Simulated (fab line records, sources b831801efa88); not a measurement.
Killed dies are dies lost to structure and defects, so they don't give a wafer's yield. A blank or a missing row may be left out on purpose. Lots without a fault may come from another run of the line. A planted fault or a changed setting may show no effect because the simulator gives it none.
One fault seen from 2 desks | flow gf180mcu | each desk has only its own numbers; what lay behind them comes last

THE TOOL OWNER'S DESK: implanter-03
The tool's own readings at GF_VT_IMPLANT_IMPLANT_30: means of the sampled wafers that have a number, for each lot that ran on this tool. A lot is out of limits, marked OUT, if its mean lies more than 4 standard deviations from the usual mean; the brackets give that distance.
Columns: A = tilt_deg at GF_VT_IMPLANT_IMPLANT_30, usual 7.002 degrees
lot  | first seen here | A
L666 | day 7 03:10     | 7.002
L668 | day 7 16:17     | 7.006
L676 | day 9 21:46     | 6.302 (-37) OUT
L677 | day 9 23:02     | 6.318 (-36) OUT
L687 | day 12 19:20    | 7.017
This desk's finding: out of limits on L676, L677; first on L676, day 9 21:46 (tilt_deg at GF_VT_IMPLANT_IMPLANT_30). In limits: L666, L668, L687.

THE METROLOGY DESK
What the gauges read, lot by lot, whatever tool the lot ran on: means of the sampled wafers that have a number. A lot is out of limits, marked OUT, if its mean lies more than 4 standard deviations from the usual mean; the brackets give that distance.
Columns: A = POLY_GATE_CVD_00_THK at GF_POLY_GATE_THK_MEAS_01, usual 198.4 nm
lot  | first seen here | A
L667 | day 9 02:52     | 196.0
L666 | day 9 02:53     | 199.5
L668 | day 9 09:20     | 195.7
L671 | day 10 14:01    | 196.9
L676 | day 11 16:39    | 198.8
L677 | day 11 19:57    | 198.4
L678 | day 12 03:32    | 199.0
L679 | day 12 12:05    | 198.1
L681 | day 13 01:18    | 199.9
L682 | day 13 11:07    | 197.9
L683 | day 13 14:10    | 204.7
L686 | day 14 12:24    | 200.3
L687 | day 14 18:37    | 201.3
L688 | day 14 23:17    | 198.6
This desk's finding: nothing out of limits on any of the 14 lots.

PUT TOGETHER
The tool owner's desk could have raised an alarm at day 9 21:46, on L676, L677.
The metrology desk saw nothing out of limits.
The metrology desk has L676, L677 on record, within its limits.
Of the lots named, all ran GF_VT_IMPLANT_IMPLANT_30 on implanter-03.

WHAT THE SIMULATOR HAD PUT IN
Process parameter drift: implanter-03, from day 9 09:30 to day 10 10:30, at GF_VT_IMPLANT_IMPLANT_30. Setting tilt_deg, moved by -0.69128, from 7. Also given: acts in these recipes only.
Lots struck among those shown: L676, L677.
Hours from the fault's start to each desk's first reading out of limits: the tool owner's desk, 12.
